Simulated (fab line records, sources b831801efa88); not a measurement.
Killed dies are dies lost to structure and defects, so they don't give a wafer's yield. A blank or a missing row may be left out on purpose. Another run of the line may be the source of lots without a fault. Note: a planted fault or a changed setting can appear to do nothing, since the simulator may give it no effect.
A struck lot beside a sound one | flow sky130 | 14 out of 708 route steps
Sound: these wafers, L642.1, L642.2, L642.5. Wafers L645.1, L645.2, L645.6 were the ones struck. Last of all comes the cause.
Per side, at each step with rows, come the tool, then ch with its chambers, and then its first start. Under that, the readings that differ: sound wafers | struck wafers | difference of the means | sigmas: that difference in standard deviations of wafers without a fault.
alike: words and numbers the same on both sides, and readings whose means are apart by under 2 such deviations; not compared: readings that were withheld, readings missing a value for some wafer, numbers with overlapping values and no deviation given by the record, and bounds like >300 which may hide the same value.
Wherever a step has rows on one side only, a row that says differs or no value, or a row with sigmas, the two part there. Numbers that have no deviation but don't overlap get no sigmas and don't part them. A reading missing from all wafers of one side parts the sides only when that side holds two or more wafers.

first, 3 steps without rows for these wafers: SKY_VT_ADJUST_HVTR_EXPOSE_04 (exposes mask HVTRM, target cd 380 nm); SKY_VT_ADJUST_HVTR_PEB_05; SKY_VT_ADJUST_HVTR_DEVELOP_06 (develop time 60 s).
SKY_VT_ADJUST_HVTR_CD_MEAS_07: target cd 380 nm.
  sound on cd_sem-02, day 10 05:26; struck on cd_sem-01, day 11 04:56
  alike: cd_nm
SKY_VT_ADJUST_HVTR_OVL_MEAS_08:
  sound on overlay-02, day 10 05:33; struck on overlay-02, day 11 05:03
  alike: VT_ADJUST_HVTR_OVL
then, 1 step without rows for these wafers: SKY_VT_ADJUST_HVTR_IMPLANT_09.
SKY_VT_ADJUST_HVTR_STRIP_10: strips in O2/N2.
  sound on plasma_asher-04 ch 0,1, day 10 05:44; struck on plasma_asher-02 ch 0,1, day 11 05:14
  alike: drypump_motor_current_A, oes_product_au, strip_time_to_endpoint_s
  not compared: rf_hours_counter_h
SKY_VT_ADJUST_HVTR_TW_MEAS_11:
  sound on film_metro-04, day 10 05:50; struck on film_metro-04, day 11 05:20
  alike: VT_ADJUST_HVTR_TW
then, 4 steps without rows for these wafers: SKY_VT_ADJUST_PCH_DEHYDRATE_00 (time 60 s); SKY_VT_ADJUST_PCH_HMDS_01 (prime time 60 s); SKY_VT_ADJUST_PCH_COAT_02 (resist thk 3000 nm); SKY_VT_ADJUST_PCH_SOFTBAKE_03.
SKY_VT_ADJUST_PCH_EXPOSE_04: exposes mask NWM, target cd 840 nm.
  struck on iline_stepper-01, day 11 16:55; sound on iline_stepper-02 ch 0, day 10 17:10
  no value came back on the struck wafers for exposure_dose_mJ_cm2, focus_offset_nm (nm); on the sound wafers exposure_dose_mJ_cm2 reads 254.84 255.09 255.00
  alike: mask
then, 1 step without rows for these wafers: SKY_VT_ADJUST_PCH_PEB_05.

== WHERE THEY PART ==
Only at SKY_VT_ADJUST_PCH_EXPOSE_04, as far as this record shows.

WHY: what had been put in by the simulator
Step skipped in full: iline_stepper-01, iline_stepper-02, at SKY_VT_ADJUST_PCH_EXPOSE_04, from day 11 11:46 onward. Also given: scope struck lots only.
